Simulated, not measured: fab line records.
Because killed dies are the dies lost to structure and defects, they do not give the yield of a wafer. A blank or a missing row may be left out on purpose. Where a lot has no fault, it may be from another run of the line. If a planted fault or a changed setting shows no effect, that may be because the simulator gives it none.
One fault through the eyes of 2 desks || flow gf180mcu || what lay behind the numbers comes last; until then each desk has only its own

## FROM THE METROLOGY DESK
Lot by lot, what the gauges showed, no matter which tool ran the lot: averages of those sampled wafers that carry a number. A lot is out of limits, marked OUT, if its mean lies more than 4 standard deviations from the usual mean; the brackets give that distance.
Columns: A = POLY_GATE_OXIDATION_THK at GF_POLY_GATE_THK_MEAS_17, usual 4.00 nm; B = cd-nm at GF_POLY_GATE_CD_MEAS_18, usual 280.0 nm; C = HV_LDD_OVL at GF_HV_LDD_OVL_MEAS_08, usual -0.3 nm
{"lot": "L328", "first seen here": "day 9 06:53", "A": 3.93, "B": 281.9, "C": -1.7}
{"lot": "L329", "first seen here": "day 9 11:31", "A": 4.01, "B": 281.3, "C": -0.9}
{"lot": "L330", "first seen here": "day 9 22:30", "A": 4.10, "B": 280.2, "C": -0.5}
{"lot": "L331", "first seen here": "day 10 03:07", "A": 4.06, "B": 280.3, "C": -0.4}
{"lot": "L332", "first seen here": "day 10 08:54", "A": 4.00, "B": 279.3, "C": -0.9}
{"lot": "L333", "first seen here": "day 10 17:01", "A": 4.05, "B": 281.1, "C": 1.8}
{"lot": "L334", "first seen here": "day 11 01:46", "A": 4.03, "B": 280.3, "C": 0.3}
{"lot": "L335", "first seen here": "day 11 09:11", "A": 3.96, "B": 280.1, "C": -0.3}
{"lot": "L342", "first seen here": "day 13 17:52", "A": 4.00, "B": 280.5, "C": -0.4}
{"lot": "L344", "first seen here": "day 14 11:41", "A": 3.83, "B": 280.1, "C": -1.1}
{"lot": "L345", "first seen here": "day 14 21:22", "A": 3.93, "B": 279.7, "C": -1.4}
{"lot": "L349", "first seen here": "day 15 20:55", "A": 3.97, "B": 279.6, "C": 0.4}
{"lot": "L348", "first seen here": "day 15 21:46", "A": 3.97, "B": 277.6, "C": -0.3}
This desk found nothing out of limits on any of the 13 lots.

## TOOL OWNER'S DESK, litho-track-03
The tool's own readings at GF_HV_LDD_COAT_26 (resist thk 1000 nm): means of the sampled wafers that have a number, for each lot that ran on this tool. A lot is out of limits, marked OUT, if its mean lies more than 4 standard deviations from the usual mean; the brackets give that distance.
Columns: A = dispense-pressure-kPa at GF_HV_LDD_COAT_26, usual 49 kPa
{"lot": "L329", "first seen here": "day 11 08:21", "A": 52}
{"lot": "L333", "first seen here": "day 12 16:39", "A": 52}
{"lot": "L335", "first seen here": "day 13 09:59", "A": 52}
{"lot": "L342", "first seen here": "day 15 21:08", "A": 52}
This desk found nothing out of limits on any of the 4 lots.

## TAKEN TOGETHER
Nothing out of limits was seen by the metrology desk.
The desk of the tool owner found nothing out of limits.

## WHAT THE SIMULATOR HAD PUT IN
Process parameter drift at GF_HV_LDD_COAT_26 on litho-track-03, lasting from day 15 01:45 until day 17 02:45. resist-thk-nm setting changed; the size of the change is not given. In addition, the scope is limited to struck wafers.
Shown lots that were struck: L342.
